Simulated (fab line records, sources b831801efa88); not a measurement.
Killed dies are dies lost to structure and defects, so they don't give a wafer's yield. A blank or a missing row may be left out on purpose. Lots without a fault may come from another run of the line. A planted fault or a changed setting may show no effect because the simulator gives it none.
Problem report in the 8D (eight disciplines) form, filled by code | flow sky130 | the parts of the form that need people (team, actions taken, sign-off) are left out

1. THE PROBLEM
beam_energy_keV at SKY_VT_ADJUST_HVTP_IMPLANT_09 reads a mean of 158.12 on 6 wafers of 2 lots; wafers without a fault read 149.99 with a standard deviation of 0.054. That is +99 or more standard deviations from the usual mean.
First seen on wafer L363.2, day 7 19:25, on implanter-03. The record holds 18 wafers of 6 lots with a number at this step. Rule for "out", or "out of limits": more than 4 standard deviations from the usual mean. The other wafers with a number count as sound.

2. WHAT IT IS AND WHAT IT IS NOT
question                    | is                     | is not
which readings at this step | beam_energy_keV        | -
which lots                  | L363, L364             | L359, L360, L372, L374
which wafers of those lots  | all that have a number | -
read on which tools         | implanter-03           | implanter-01, implanter-02
when                        | from day 7 19:25       | up to then (6 sound wafers); but 6 sound wafers of L372, L374 came after

3. SUSPECTS, AND WHAT RULES EACH OUT
Counting: a tool at a process step up to the reading stays a suspect if it ran every lot that is out and no sound lot after the first of them.
- implanter-03 at SKY_VT_ADJUST_HVTP_IMPLANT_09: kept. It ran every lot that is out, first L363 (day 7 19:25), and no sound lot after that; its last sound lot up to then is L359 (day 6 18:24). Its own readings are out on those wafers: beam_energy_keV.
Left after counting: implanter-03 at SKY_VT_ADJUST_HVTP_IMPLANT_09.

4. THE CAUSE (what the simulator had put in)
Process parameter drift: implanter-03, from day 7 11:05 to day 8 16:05, at SKY_VT_ADJUST_HVTP_IMPLANT_09. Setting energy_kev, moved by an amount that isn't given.
Counting left only this tool.

5. THE CHAIN OF EFFECTS, in route order
Each row: a reading whose mean over the struck wafers that have a number lies more than 3 standard deviations from the usual. Only readings for which the record gives a usual standard deviation are gone through. hours: the time from each lot's start at the first step in this table that gives one to its start at this step, as a median over the lots. sigmas: the change in usual standard deviations.
hours | step                          | reading         | usual  | on struck wafers | change | sigmas
0     | SKY_VT_ADJUST_HVTP_IMPLANT_09 | beam_energy_keV | 149.99 | 158.12           | +8.13  | +99 or more
The process steps in it:
- SKY_VT_ADJUST_HVTP_IMPLANT_09

6. WHAT WOULD HAVE CAUGHT IT SOONER
In this record the first reading out of limits was taken at day 7 19:25, 8 hours after the fault began at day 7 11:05.
